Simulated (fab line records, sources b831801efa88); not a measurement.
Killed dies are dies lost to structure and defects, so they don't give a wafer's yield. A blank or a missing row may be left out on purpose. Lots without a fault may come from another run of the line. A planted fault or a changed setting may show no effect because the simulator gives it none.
Chamber matching | flow sky130 | SKY_FIELD_ISO_CMP_27 on cmp-01: 4 sister chambers
The step polishes, stops on Si3N4, t overpolish 16 s, target thk 457.8 nm. 18 wafers are shown with their chamber, then 9 later ones without.

WAFERS WITH THEIR CHAMBER
wafer  | chamber | motor_current_A (A) | time_to_endpoint_s (s) | overpolish_run_s (s)
L297.2 | 1       | 13.8                | 118                    | 16.006
L297.4 | 3       | 10.5                | 112                    | 16.002
L297.6 | 1       | 13.3                | 116                    | 16.010
L300.1 | 3       | 11.0                | 116                    | 16.007
L300.3 | 2       | 11.4                | 119                    | 15.993
L300.4 | 0       | 11.2                | 111                    | 16.012
L302.1 | 1       | 13.6                | 115                    | 16.005
L302.3 | 2       | 10.9                | 114                    | 16.003
L302.5 | 2       | 11.5                | 117                    | 16.006
L303.2 | 0       | 11.4                | 108                    | 15.988
L303.3 | 1       | 13.8                | 114                    | 15.984
L303.4 | 2       | 11.2                | 119                    | 15.995
L305.1 | 3       | 10.7                | 116                    | 16.013
L305.2 | 1       | 13.6                | 117                    | 16.007
L305.6 | 1       | 13.8                | 117                    | 16.002
L310.4 | 0       | 11.1                | 112                    | 16.015
L310.5 | 3       | 10.3                | 119                    | 15.989
L310.6 | 2       | 11.0                | 122                    | 15.987

SIGNATURES (means of the wafers above)
reading            | chamber 0 | chamber 1 | chamber 2 | chamber 3 | scatter within a chamber
motor_current_A    | 11.233    | 13.650    | 11.200    | 10.625    | 0.234
time_to_endpoint_s | 110.33    | 116.17    | 118.20    | 115.75    | 2.38
overpolish_run_s   | 16.00500  | 16.00233  | 15.99680  | 16.00275  | 0.0101
Rule: a wafer's distance from a chamber is the root of the sum, over the readings, of the square of ((its reading less the chamber's mean) divided by the reading's scatter). The wafer belongs to the nearest chamber; if the next one is less than 2 further off, it can't be placed. The scatter: the root of (the sum of the squares of (reading less its chamber's mean) over the shown wafers, divided by (wafers less chambers)).

WAFERS WITHOUT THEIR CHAMBER
wafer  | motor_current_A (A) | time_to_endpoint_s (s) | overpolish_run_s (s)
L317.1 | 10.2                | 112                    | 16.001
L317.2 | 11.9                | 110                    | 15.982
L317.3 | 13.3                | 121                    | 15.988
L318.2 | 13.4                | 117                    | 16.001
L318.3 | 11.9                | 107                    | 16.017
L318.6 | 13.3                | 120                    | 16.004
L319.2 | 10.6                | 115                    | 15.995
L319.4 | 11.7                | 107                    | 16.001
L319.6 | 11.0                | 117                    | 15.982

WHICH CHAMBER EACH WENT THROUGH
wafer  | from the rows above          | in truth
L317.1 | 3                            | 3
L317.2 | can't be placed: 0 or 2      | 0
L317.3 | 1                            | 1
L318.2 | 1                            | 1
L318.3 | 0                            | 0
L318.6 | 1                            | 1
L319.2 | 3                            | 3
L319.4 | 0                            | 0
L319.6 | can't be placed: 2 or 3 or 0 | 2
Placed correctly: 7 of 9. Can't be placed from these rows: 2 (the true chamber is among the candidates in 2). Placed wrongly: 0.
